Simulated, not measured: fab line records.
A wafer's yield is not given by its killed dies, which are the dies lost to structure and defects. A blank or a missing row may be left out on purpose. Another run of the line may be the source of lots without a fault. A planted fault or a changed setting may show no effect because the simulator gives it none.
fab line records + flow gf180mcu
record
- lots=15
- wafers=45
- last_day=34
route steps=602 shown POLY_GATE@167 HV_LDD@210
lots untouched by any fault: they come from a run of this same line in which no faults occurred
start_h: hours from the record's opening day to when the first of the lot's shown wafers began + wait_h: how many hours have passed since the lot's step before this one + " identical to the entry in the row above + L1.1+2: several wafers, shown together as one row + - no value, or no start was given + * or withheld: withheld + < > ~ a bound
route shown NAME@n: names a module that has steps shown in the file, with the first one's number in the route + usual: average and standard deviation across the fault-free wafers + same: alike in all rows + chamber/n: place in a boat + sites: per-site readings + _std_site: the standard deviation of these + _edge_site: inner sites' mean taken away from outer sites' mean + radius_mm: how far each site lies from the wafer's centre + mask NAME#n: copy n + behind: the most recent tool/chamber to have shaped the wafer + hold: cause of the lot's hold/its duration in hours/its outcome + device: whichever transistor did not switch (one of n, p or np) + end of line: the route-end tests of the same wafers + a step given without rows: its recipe and nothing more + killed: dies that structure and defects cost at the first sort, which is not the same as the wafer's yield + map: a wafer's dies, marking killed ones x, the rest . and places with no die _
set.NAME: the run value of the setting; set.NAME@STEP: its run value at that earlier step + model.NAME: the simulator's own value behind a step, which no gauge read
a sample of lots followed through the steps of the route, with each step as a table and each wafer as a row
services: when a tool's chamber went out of use (start_h, in hours from the record's first day, below 0 if earlier), for how many hours, and the reason
## steps
# step GF_POLY_GATE_CD_MEAS_10
# recipe
- target_cd_nm=280
# usual
- cd_nm=279.7/1.3
| lot.wafer | tool      | chamber | start_h | wait_h | cd_nm |
|-----------|-----------|---------|---------|--------|-------|
| L455.1    | cd_sem-02 | -       | 200.58  | 0.1    | 280.4 |
| L455.3    | "         | -       | "       | "      | 280.7 |
| L455.5    | "         | -       | "       | "      | 279.1 |
| L456.2    | cd_sem-02 | -       | 203.75  | 0.1    | 278.1 |
| L456.3    | "         | -       | "       | "      | 278.6 |
| L456.5    | "         | -       | "       | "      | 277.7 |
| L457.1    | cd_sem-01 | -       | 208.52  | 0.1    | 283.2 |
| L457.3    | "         | -       | "       | "      | 282.3 |
| L457.6    | "         | -       | "       | "      | 282.7 |
| L458.4    | cd_sem-02 | -       | 214.28  | 0.1    | 278.5 |
| L458.5    | "         | -       | "       | "      | 278.1 |
| L458.6    | "         | -       | "       | "      | 278.0 |
| L460.4    | cd_sem-02 | -       | 229.78  | 0.1    | 281.0 |
| L460.5    | "         | -       | "       | "      | 281.0 |
| L460.6    | "         | -       | "       | "      | 280.0 |
| L462.1    | cd_sem-02 | -       | 252.88  | 0.1    | 280.7 |
| L462.3    | "         | -       | "       | "      | 280.2 |
| L462.5    | "         | -       | "       | "      | 280.3 |
| L463.3    | cd_sem-01 | -       | 260.67  | 0.1    | 280.7 |
| L463.5    | "         | -       | "       | "      | 281.8 |
| L463.6    | "         | -       | "       | "      | 281.3 |
| L466.1    | cd_sem-02 | -       | 281.92  | 0.1    | 277.3 |
| L466.2    | "         | -       | "       | "      | 277.7 |
| L466.4    | "         | -       | "       | "      | 277.2 |
| L467.1    | cd_sem-02 | -       | 285.88  | 0.1    | 279.2 |
| L467.2    | "         | -       | "       | "      | 279.7 |
| L467.5    | "         | -       | "       | "      | 278.5 |
| L469.1    | cd_sem-01 | -       | 300.88  | 0.1    | 280.9 |
| L469.5    | "         | -       | "       | "      | 281.5 |
| L469.6    | "         | -       | "       | "      | 280.9 |
| L472.4    | cd_sem-01 | -       | 322.69  | 0.1    | 280.5 |
| L472.5    | "         | -       | "       | "      | 280.4 |
| L472.6    | "         | -       | "       | "      | 279.4 |
| L473.3    | cd_sem-02 | -       | 326.71  | 0.1    | 278.5 |
| L473.4    | "         | -       | "       | "      | 279.1 |
| L473.6    | "         | -       | "       | "      | 280.1 |
| L475.1    | cd_sem-02 | -       | 336.66  | 0.1    | 278.8 |
| L475.4    | "         | -       | "       | "      | 279.0 |
| L475.5    | "         | -       | "       | "      | 278.3 |
| L476.2    | cd_sem-01 | -       | 351.95  | 0.1    | 280.2 |
| L476.4    | "         | -       | "       | "      | 279.0 |
| L476.5    | "         | -       | "       | "      | 280.0 |
| L477.3    | cd_sem-01 | -       | 358.77  | 0.1    | 280.8 |
| L477.4    | "         | -       | "       | "      | 278.7 |
| L477.5    | "         | -       | "       | "      | 279.3 |
# step GF_POLY_GATE_STRIP_14
# recipe
- chemistry=O2/N2
- power_w=1400
- pressure_mtorr=1500
- platen_temp_c=250
- o2_flow_sccm=3000
- n2_flow_sccm=300
- overash_fraction=0.5
# usual
- drypump_motor_current_A=6.06/0.2
- heater_power_w=332/11
- oes_product_au=0.505/0.0048
- platen_temp_c=249.99/0.19
| lot.wafer | tool            | chamber | start_h | wait_h | drypump_motor_current_A | heater_power_w | oes_product_au | platen_temp_c | rf_hours_counter_h |
|-----------|-----------------|---------|---------|--------|-------------------------|----------------|----------------|---------------|--------------------|
| L455.1    | plasma_asher-01 | 1       | 200.84  | 0.0    | 6.41                    | 314            | 0.503          | 249.95        | 52                 |
| L455.3    | "               | 1       | "       | "      | 6.38                    | 312            | 0.506          | 250.03        | -                  |
| L455.5    | "               | 1       | "       | "      | 6.42                    | 314            | 0.500          | 249.86        | -                  |
| L456.2    | plasma_asher-01 | 0       | 204.02  | 0.1    | 5.80                    | 332            | 0.501          | 250.04        | 52                 |
| L456.3    | "               | 0       | "       | "      | 5.79                    | 335            | 0.512          | 249.98        | -                  |
| L456.5    | "               | 0       | "       | "      | 5.78                    | 330            | 0.504          | 249.88        | -                  |
| L457.1    | plasma_asher-02 | 1       | 208.78  | 0.0    | 6.11                    | 341            | 0.506          | 249.80        | 57                 |
| L457.3    | "               | 0       | "       | "      | 6.04                    | 336            | 0.502          | 250.28        | -                  |
| L457.6    | "               | 1       | "       | "      | 6.13                    | 342            | 0.514          | 250.30        | -                  |
| L458.4    | plasma_asher-04 | 0       | 214.51  | 0.1    | 5.86                    | 347            | 0.501          | 249.89        | -                  |
| L458.5    | "               | 1       | "       | "      | 6.13                    | 319            | 0.505          | 249.77        | -                  |
| L458.6    | "               | 0       | "       | "      | 5.87                    | 342            | 0.497          | 250.00        | -                  |
| L460.4    | plasma_asher-01 | 1       | 230.01  | 0.1    | 6.40                    | 314            | 0.499          | 249.71        | -                  |
| L460.5    | "               | 0       | "       | "      | 5.79                    | 337            | 0.503          | 249.96        | -                  |
| L460.6    | "               | 1       | "       | "      | 6.39                    | 315            | 0.504          | 249.93        | -                  |
| L462.1    | plasma_asher-01 | 1       | 253.14  | 0.0    | 6.38                    | 321            | 0.499          | 250.25        | 57                 |
| L462.3    | "               | 1       | "       | "      | 6.37                    | 315            | 0.505          | 250.21        | -                  |
| L462.5    | "               | 0       | "       | "      | 5.76                    | 334            | 0.511          | 250.16        | -                  |
| L463.3    | plasma_asher-02 | 1       | 260.93  | 0.1    | 6.18                    | 339            | 0.505          | 249.72        | -                  |
| L463.5    | "               | 1       | "       | "      | 6.17                    | 342            | 0.507          | 250.06        | -                  |
| L463.6    | "               | 0       | "       | "      | 6.05                    | 334            | 0.506          | 249.90        | -                  |
| L466.1    | plasma_asher-04 | 0       | 282.18  | 0.0    | 5.87                    | 340            | 0.504          | 249.81        | 48                 |
| L466.2    | "               | 1       | "       | "      | 6.11                    | 325            | 0.493          | 250.07        | 48                 |
| L466.4    | "               | 1       | "       | "      | 6.11                    | 314            | 0.505          | 250.32        | -                  |
| L467.1    | plasma_asher-04 | 0       | 286.14  | 0.0    | 5.87                    | 349            | 0.502          | 249.96        | 48                 |
| L467.2    | "               | 1       | "       | "      | 6.11                    | 323            | 0.509          | 250.24        | 48                 |
| L467.5    | "               | 0       | "       | "      | 5.87                    | 350            | 0.510          | 249.93        | -                  |
| L469.1    | plasma_asher-02 | 0       | 301.14  | 0.0    | 6.03                    | 340            | 0.505          | 250.09        | 66                 |
| L469.5    | "               | 0       | "       | "      | 6.03                    | 339            | 0.510          | 250.10        | -                  |
| L469.6    | "               | 1       | "       | "      | 6.14                    | 333            | 0.505          | 249.95        | -                  |
| L472.4    | plasma_asher-01 | 0       | 322.93  | 0.1    | 5.79                    | 336            | 0.498          | 250.38        | -                  |
| L472.5    | "               | 0       | "       | "      | 5.77                    | 328            | 0.510          | 250.20        | -                  |
| L472.6    | "               | 1       | "       | "      | 6.40                    | 326            | 0.506          | 249.93        | -                  |
| L473.3    | plasma_asher-02 | 1       | 326.96  | 0.1    | 6.15                    | 333            | 0.503          | 250.20        | -                  |
| L473.4    | "               | 0       | "       | "      | 6.04                    | 331            | 0.503          | 250.08        | -                  |
| L473.6    | "               | 1       | "       | "      | 6.12                    | 336            | 0.505          | 249.99        | -                  |
| L475.1    | plasma_asher-04 | 1       | 336.93  | 0.0    | 6.11                    | 319            | 0.503          | 249.85        | 54                 |
| L475.4    | "               | 1       | "       | "      | 6.11                    | 316            | 0.504          | 249.97        | -                  |
| L475.5    | "               | 1       | "       | "      | 6.12                    | 316            | 0.511          | 249.96        | -                  |
| L476.2    | plasma_asher-04 | 0       | 352.19  | 0.0    | 5.87                    | 341            | 0.507          | 249.96        | 56                 |
| L476.4    | "               | 0       | "       | "      | 5.87                    | 345            | 0.498          | 249.96        | -                  |
| L476.5    | "               | 1       | "       | "      | 6.10                    | 316            | 0.506          | 249.80        | -                  |
| L477.3    | plasma_asher-02 | 0       | 359.02  | 0.1    | 6.03                    | 344            | 0.512          | 250.02        | -                  |
| L477.4    | "               | 1       | "       | "      | 6.21                    | 339            | 0.517          | 249.72        | -                  |
| L477.5    | "               | 1       | "       | "      | 6.17                    | 335            | 0.509          | 249.70        | -                  |
# step GF_HV_LDD_IMPLANT_34
# recipe
- species=P
- energy_kev=60
- dose_cm2=7.5e+12
- tilt_deg=30
- rotation_deg=90
# usual
- beam_energy_keV=60.000/0.019
- beam_on_s=10.03/0.2
| lot.wafer | tool         | chamber | start_h | wait_h | beam_energy_keV | beam_on_s |
|-----------|--------------|---------|---------|--------|-----------------|-----------|
| L455.1    | implanter-03 | 0       | 259.47  | 0.1    | 59.968          | 9.73      |
| L455.3    | "            | 0       | "       | "      | 60.010          | 10.32     |
| L455.5    | "            | 0       | "       | "      | 59.987          | 10.10     |
| L456.2    | implanter-03 | 0       | 261.21  | 0.1    | 59.991          | 9.99      |
| L456.3    | "            | 0       | "       | "      | 59.971          | 9.88      |
| L456.5    | "            | 0       | "       | "      | 59.994          | 9.83      |
| L457.1    | implanter-04 | 0       | 266.12  | 0.1    | 60.020          | 10.20     |
| L457.3    | "            | 0       | "       | "      | 60.020          | 9.99      |
| L457.6    | "            | 0       | "       | "      | 60.023          | 9.96      |
| L458.4    | implanter-03 | 0       | 272.61  | 0.1    | 60.011          | 9.59      |
| L458.5    | "            | 0       | "       | "      | 59.999          | 10.09     |
| L458.6    | "            | 0       | "       | "      | 60.020          | 10.05     |
| L460.4    | implanter-04 | 0       | 289.20  | 0.1    | 60.004          | 10.15     |
| L460.5    | "            | 0       | "       | "      | 60.010          | 9.92      |
| L460.6    | "            | 0       | "       | "      | 60.017          | 10.19     |
| L462.1    | implanter-04 | 0       | 315.17  | 0.1    | 59.977          | 10.20     |
| L462.3    | "            | 0       | "       | "      | 59.985          | 10.26     |
| L462.5    | "            | 0       | "       | "      | 59.997          | 10.09     |
| L463.3    | implanter-03 | 0       | 322.04  | 0.1    | 60.006          | 10.24     |
| L463.5    | "            | 0       | "       | "      | 60.016          | 10.12     |
| L463.6    | "            | 0       | "       | "      | 60.020          | 10.05     |
| L466.1    | implanter-04 | 0       | 346.17  | 0.1    | 60.002          | 10.24     |
| L466.2    | "            | 0       | "       | "      | 60.019          | 10.04     |
| L466.4    | "            | 0       | "       | "      | 59.994          | 9.89      |
| L467.1    | implanter-02 | 0       | 348.72  | 0.1    | 60.018          | 10.00     |
| L467.2    | "            | 0       | "       | "      | 59.998          | 10.00     |
| L467.5    | "            | 0       | "       | "      | 59.983          | 10.11     |
| L469.1    | implanter-04 | 0       | 368.59  | 0.1    | 59.993          | 9.93      |
| L469.5    | "            | 0       | "       | "      | 59.985          | 9.82      |
| L469.6    | "            | 0       | "       | "      | 59.987          | 9.87      |
| L472.4    | implanter-02 | 0       | 392.31  | 0.1    | 59.985          | 10.33     |
| L472.5    | "            | 0       | "       | "      | 59.993          | 10.21     |
| L472.6    | "            | 0       | "       | "      | 59.984          | 9.87      |
| L473.3    | implanter-03 | 0       | 396.43  | 0.1    | 59.975          | 10.15     |
| L473.4    | "            | 0       | "       | "      | 59.999          | 10.23     |
| L473.6    | "            | 0       | "       | "      | 60.012          | 9.97      |
| L475.1    | implanter-03 | -       | 407.45  | 0.1    | -               | -         |
| L475.4    | "            | -       | "       | "      | -               | -         |
| L475.5    | "            | -       | "       | "      | -               | -         |
| L476.2    | implanter-02 | -       | 422.96  | 0.1    | -               | -         |
| L476.4    | "            | -       | "       | "      | -               | -         |
| L476.5    | "            | -       | "       | "      | -               | -         |
| L477.3    | implanter-03 | -       | 429.87  | 0.1    | -               | -         |
| L477.4    | "            | -       | "       | "      | -               | -         |
| L477.5    | "            | -       | "       | "      | -               | -         |
# step GF_HV_LDD_TW_MEAS_38
# usual
- HV_LDD_3_TW=1433/20
| lot.wafer | tool          | chamber | start_h | wait_h | HV_LDD_3_TW |
|-----------|---------------|---------|---------|--------|-------------|
| L455.1    | film_metro-04 | -       | 260.02  | 0.1    | 1460        |
| L455.3    | "             | -       | "       | "      | 1454        |
| L455.5    | "             | -       | "       | "      | 1460        |
| L456.2    | film_metro-04 | -       | 261.75  | 0.1    | 1454        |
| L456.3    | "             | -       | "       | "      | 1461        |
| L456.5    | "             | -       | "       | "      | 1453        |
| L457.1    | film_metro-01 | -       | 266.67  | 0.1    | 1420        |
| L457.3    | "             | -       | "       | "      | 1422        |
| L457.6    | "             | -       | "       | "      | 1426        |
| L458.4    | film_metro-01 | -       | 273.12  | 0.1    | 1415        |
| L458.5    | "             | -       | "       | "      | 1421        |
| L458.6    | "             | -       | "       | "      | 1421        |
| L460.4    | film_metro-03 | -       | 289.70  | 0.1    | 1419        |
| L460.5    | "             | -       | "       | "      | 1418        |
| L460.6    | "             | -       | "       | "      | 1410        |
| L462.1    | film_metro-04 | -       | 315.75  | 0.1    | 1457        |
| L462.3    | "             | -       | "       | "      | 1459        |
| L462.5    | "             | -       | "       | "      | 1454        |
| L463.3    | film_metro-03 | -       | 322.56  | 0.1    | 1423        |
| L463.5    | "             | -       | "       | "      | 1416        |
| L463.6    | "             | -       | "       | "      | 1422        |
| L466.1    | film_metro-01 | -       | 346.72  | 0.1    | 1417        |
| L466.2    | "             | -       | "       | "      | 1419        |
| L466.4    | "             | -       | "       | "      | 1414        |
| L467.1    | film_metro-01 | -       | 349.27  | 0.1    | 1418        |
| L467.2    | "             | -       | "       | "      | 1416        |
| L467.5    | "             | -       | "       | "      | 1421        |
| L469.1    | film_metro-01 | -       | 369.14  | 0.1    | 1424        |
| L469.5    | "             | -       | "       | "      | 1422        |
| L469.6    | "             | -       | "       | "      | 1414        |
| L472.4    | film_metro-01 | -       | 392.81  | 0.1    | 1413        |
| L472.5    | "             | -       | "       | "      | 1414        |
| L472.6    | "             | -       | "       | "      | 1412        |
| L473.3    | film_metro-04 | -       | 396.95  | 0.1    | 1464        |
| L473.4    | "             | -       | "       | "      | 1457        |
| L473.6    | "             | -       | "       | "      | 1456        |
| L475.1    | film_metro-04 | -       | 408.00  | 0.1    | 1334        |
| L475.4    | "             | -       | "       | "      | 1338        |
| L475.5    | "             | -       | "       | "      | 1331        |
| L476.2    | film_metro-04 | -       | 423.49  | 0.1    | 1334        |
| L476.4    | "             | -       | "       | "      | 1337        |
| L476.5    | "             | -       | "       | "      | 1328        |
| L477.3    | film_metro-04 | -       | 430.39  | 0.1    | 1333        |
| L477.4    | "             | -       | "       | "      | 1331        |
| L477.5    | "             | -       | "       | "      | 1344        |
# step GF_HV_LDD_RTA_52
# recipe
- temp_c=1000
- time_s=10
- ambient=N2
# usual
- anneal_temp_c_max=1005.3/1.1
- lamp_power_pct=35.1/2.4
- wafer_temp_C_max=1004.4/2
| lot.wafer | tool          | chamber | start_h | wait_h | anneal_temp_c_max | lamp_power_pct | wafer_temp_C_max |
|-----------|---------------|---------|---------|--------|-------------------|----------------|------------------|
| L455.1    | rtp_anneal-01 | 0       | 279.43  | 0.0    | 1006.8            | 32.6           | 1003.0           |
| L455.3    | "             | 0       | "       | "      | 1005.5            | 32.7           | 1002.3           |
| L455.5    | "             | 0       | "       | "      | 1005.3            | 32.7           | 1002.9           |
| L456.2    | rtp_anneal-01 | 0       | 281.29  | 0.0    | 1007.0            | 32.7           | 1002.3           |
| L456.3    | "             | 0       | "       | "      | 1004.6            | 32.7           | 1003.9           |
| L456.5    | "             | 0       | "       | "      | 1005.5            | 32.7           | 1002.3           |
| L457.1    | rtp_anneal-01 | 0       | 286.63  | 0.0    | 1005.0            | 32.7           | 1001.5           |
| L457.3    | "             | 0       | "       | "      | 1003.8            | 32.6           | 1002.0           |
| L457.6    | "             | 0       | "       | "      | 1006.4            | 32.7           | 1001.7           |
| L458.4    | rtp_anneal-02 | 0       | 293.38  | 0.0    | 1003.7            | 37.5           | 1004.9           |
| L458.5    | "             | 0       | "       | "      | 1003.8            | 37.5           | 1005.2           |
| L458.6    | "             | 0       | "       | "      | 1004.5            | 37.6           | 1008.6           |
| L460.4    | rtp_anneal-02 | 0       | 310.29  | 0.0    | 1004.5            | 37.6           | 1005.9           |
| L460.5    | "             | 0       | "       | "      | 1004.1            | 37.5           | 1008.3           |
| L460.6    | "             | 0       | "       | "      | 1004.9            | 37.5           | 1008.2           |
| L462.1    | rtp_anneal-02 | 0       | 336.50  | 0.0    | 1005.6            | 37.6           | 1006.0           |
| L462.3    | "             | 0       | "       | "      | 1005.4            | 37.6           | 1007.7           |
| L462.5    | "             | 0       | "       | "      | 1006.1            | 37.5           | 1004.6           |
| L463.3    | rtp_anneal-02 | 0       | 343.48  | 0.0    | 1006.0            | 37.5           | 1005.4           |
| L463.5    | "             | 0       | "       | "      | 1004.7            | 37.6           | 1004.9           |
| L463.6    | "             | 0       | "       | "      | 1004.8            | 37.6           | 1008.4           |
| L466.1    | rtp_anneal-02 | 0       | 369.75  | 0.0    | 1006.0            | 37.5           | 1007.8           |
| L466.2    | "             | 0       | "       | "      | 1004.2            | 37.6           | 1005.9           |
| L466.4    | "             | 0       | "       | "      | 1004.9            | 37.6           | 1005.3           |
| L467.1    | rtp_anneal-01 | 0       | 372.50  | 0.0    | 1005.4            | 32.6           | 1003.3           |
| L467.2    | "             | 0       | "       | "      | 1006.2            | 32.7           | 1002.5           |
| L467.5    | "             | 0       | "       | "      | 1005.0            | 32.7           | 1003.2           |
| L469.1    | rtp_anneal-01 | 0       | 391.64  | 0.0    | 1007.0            | 32.6           | 1002.8           |
| L469.5    | "             | 0       | "       | "      | 1005.8            | 32.7           | 1001.9           |
| L469.6    | "             | 0       | "       | "      | 1004.0            | 32.7           | 1002.7           |
| L472.4    | rtp_anneal-01 | 0       | 416.66  | 0.0    | 1005.6            | 32.7           | 1003.0           |
| L472.5    | "             | 0       | "       | "      | 1005.6            | 32.7           | 1003.3           |
| L472.6    | "             | 0       | "       | "      | 1005.5            | 32.7           | 1002.6           |
| L473.3    | rtp_anneal-02 | 0       | 420.55  | 0.0    | 1004.6            | 37.5           | 1006.8           |
| L473.4    | "             | 0       | "       | "      | 1004.1            | 37.5           | 1005.9           |
| L473.6    | "             | 0       | "       | "      | 1003.8            | 37.5           | 1005.9           |
| L475.1    | rtp_anneal-02 | 0       | 431.68  | 0.0    | 1003.5            | 37.5           | 1007.3           |
| L475.4    | "             | 0       | "       | "      | 1004.1            | 37.6           | 1006.6           |
| L475.5    | "             | 0       | "       | "      | 1006.0            | 37.5           | 1005.9           |
| L476.2    | rtp_anneal-01 | 0       | 447.59  | 0.0    | 1005.1            | 32.7           | 1002.3           |
| L476.4    | "             | 0       | "       | "      | 1004.7            | 32.7           | 1003.3           |
| L476.5    | "             | 0       | "       | "      | 1005.4            | 32.7           | 1002.7           |
| L477.3    | rtp_anneal-01 | 0       | 455.57  | 0.0    | 1005.4            | 32.6           | 1002.4           |
| L477.4    | "             | 0       | "       | "      | 1005.9            | 32.6           | 1002.4           |
| L477.5    | "             | 0       | "       | "      | 1006.7            | 32.7           | 1001.5           |
# step GF_HV_LDD_RS_MEAS_53
# recipe
- thk_meas_gauge=four-point-probe
# usual
- HV_LDD_RS=418.1/1
| lot.wafer | tool          | chamber | start_h | wait_h | HV_LDD_RS[ohm/sq] |
|-----------|---------------|---------|---------|--------|-------------------|
| L455.1    | film_metro-04 | -       | 279.50  | 0.1    | 418.2             |
| L455.3    | "             | -       | "       | "      | 418.3             |
| L455.5    | "             | -       | "       | "      | 417.7             |
| L456.2    | film_metro-01 | -       | 281.37  | 0.1    | 417.5             |
| L456.3    | "             | -       | "       | "      | 416.5             |
| L456.5    | "             | -       | "       | "      | 416.9             |
| L457.1    | film_metro-01 | -       | 286.70  | 0.1    | 417.8             |
| L457.3    | "             | -       | "       | "      | 418.0             |
| L457.6    | "             | -       | "       | "      | 417.0             |
| L458.4    | film_metro-01 | -       | 293.47  | 0.1    | 418.6             |
| L458.5    | "             | -       | "       | "      | 418.6             |
| L458.6    | "             | -       | "       | "      | 418.4             |
| L460.4    | film_metro-01 | -       | 310.39  | 0.1    | 418.7             |
| L460.5    | "             | -       | "       | "      | 418.7             |
| L460.6    | "             | -       | "       | "      | 417.1             |
| L462.1    | film_metro-03 | -       | 336.57  | 0.1    | 416.5             |
| L462.3    | "             | -       | "       | "      | 416.9             |
| L462.5    | "             | -       | "       | "      | 416.9             |
| L463.3    | film_metro-01 | -       | 343.56  | 0.1    | 419.8             |
| L463.5    | "             | -       | "       | "      | 419.5             |
| L463.6    | "             | -       | "       | "      | 419.1             |
| L466.1    | film_metro-03 | -       | 369.81  | 0.1    | 418.7             |
| L466.2    | "             | -       | "       | "      | 417.9             |
| L466.4    | "             | -       | "       | "      | 418.3             |
| L467.1    | film_metro-03 | -       | 372.56  | 0.1    | 418.7             |
| L467.2    | "             | -       | "       | "      | 417.2             |
| L467.5    | "             | -       | "       | "      | 417.3             |
| L469.1    | film_metro-04 | -       | 391.71  | 0.1    | 420.3             |
| L469.5    | "             | -       | "       | "      | 419.1             |
| L469.6    | "             | -       | "       | "      | 419.3             |
| L472.4    | film_metro-03 | -       | 416.76  | 0.1    | 418.4             |
| L472.5    | "             | -       | "       | "      | 416.9             |
| L472.6    | "             | -       | "       | "      | 418.7             |
| L473.3    | film_metro-01 | -       | 420.64  | 0.1    | 416.9             |
| L473.4    | "             | -       | "       | "      | 418.2             |
| L473.6    | "             | -       | "       | "      | 417.6             |
| L475.1    | film_metro-03 | -       | 431.75  | 0.1    | 441.1             |
| L475.4    | "             | -       | "       | "      | 439.9             |
| L475.5    | "             | -       | "       | "      | 440.1             |
| L476.2    | film_metro-01 | -       | 447.67  | 0.1    | 441.7             |
| L476.4    | "             | -       | "       | "      | 439.9             |
| L476.5    | "             | -       | "       | "      | 440.9             |
| L477.3    | film_metro-03 | -       | 455.65  | 0.1    | 440.2             |
| L477.4    | "             | -       | "       | "      | 439.5             |
| L477.5    | "             | -       | "       | "      | 439.5             |
## services
| tool            | chamber | start_h | hours | kind       |
|-----------------|---------|---------|-------|------------|
| plasma_asher-04 | -       | 192.35  | 9.7   | repair     |
| implanter-02    | -       | 202.51  | 86.8  | repair     |
| plasma_asher-01 | -       | 217.35  | 1.3   | repair     |
| implanter-04    | -       | 221.91  | 9.4   | repair     |
| implanter-03    | -       | 248.52  | 7.3   | repair     |
| plasma_asher-01 | -       | 286.49  | 2.8   | pm         |
| implanter-02    | -       | 287.27  | 1.1   | repair     |
| plasma_asher-02 | -       | 313.35  | 2.8   | pm         |
| plasma_asher-01 | -       | 314.38  | 1.7   | repair     |
| plasma_asher-01 | -       | 318.54  | 2.6   | repair     |
| implanter-02    | -       | 323.68  | 4.1   | repair     |
| implanter-03    | -       | 334.14  | 4.1   | pm         |
| implanter-02    | -       | 355.99  | 20.4  | pm         |
| plasma_asher-01 | -       | 362.50  | 14.6  | pm         |
| implanter-04    | -       | 370.69  | 4.0   | repair     |
| implanter-03    | -       | 417.40  | 0.5   | repair     |
| plasma_asher-04 | -       | 419.58  | 0.6   | repair     |
| plasma_asher-02 | -       | 421.25  | 9.0   | pm         |
| plasma_asher-02 | 0       | 421.25  | 9.0   | vent_cycle |
| plasma_asher-02 | 1       | 421.25  | 9.0   | vent_cycle |
| implanter-04    | -       | 422.78  | 2.0   | repair     |
| plasma_asher-02 | 0       | 430.25  | -     | clean      |
| plasma_asher-02 | 1       | 430.25  | -     | clean      |
| plasma_asher-01 | -       | 449.31  | 2.9   | repair     |
## key
first_sign
- step=GF_HV_LDD_IMPLANT_34
- reading=tool_record
- direction=missing
effect
- step=GF_HV_LDD_TW_MEAS_38
- reading=HV_LDD_3_TW
- direction=down
- sigmas=4.9
- usual=1433
- struck=1335
effect
- step=GF_HV_LDD_RS_MEAS_53
- reading=HV_LDD_RS
- direction=up
- sigmas=22
- usual=418.1
- struck=440.3
met_at GF_HV_LDD_IMPLANT_34
struck_lots L475,L476,L477
later_rows_left_out L475.1,L475.4,L475.5,L476.2,L476.4,L476.5,L477.3,L477.4,L477.5
sort_left_out L475.1,L475.4,L475.5,L476.2,L476.4,L476.5,L477.3,L477.4,L477.5
tester_left_out L475,L476,L477
not_acting_at GF_POLY_GATE_CD_MEAS_10,GF_POLY_GATE_STRIP_14,GF_HV_LDD_RTA_52
onset_between 396.43 407.45
fault
- kind=skipped_step_whole
- tool=implanter-02,implanter-03
- chamber=-
- onset_h=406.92
- steps=GF_HV_LDD_IMPLANT_34
- scope=struck_lots_only
# tester_left_out: of these lots the tester's yield and bins aren't shown, on N5 and GAA mostly nor the transistor test; their killed dies are dies lost to structure and defects alone, not to doping, threshold or leakage, so they don't give the yield
# sort_left_out: the simulated sort isn't trusted on such a fault, so these wafers' sort isn't shown, and their yield isn't known
# later_rows_left_out: the simulator's readings of these wafers behind a module that went badly wrong aren't trusted and aren't shown, but for the sort
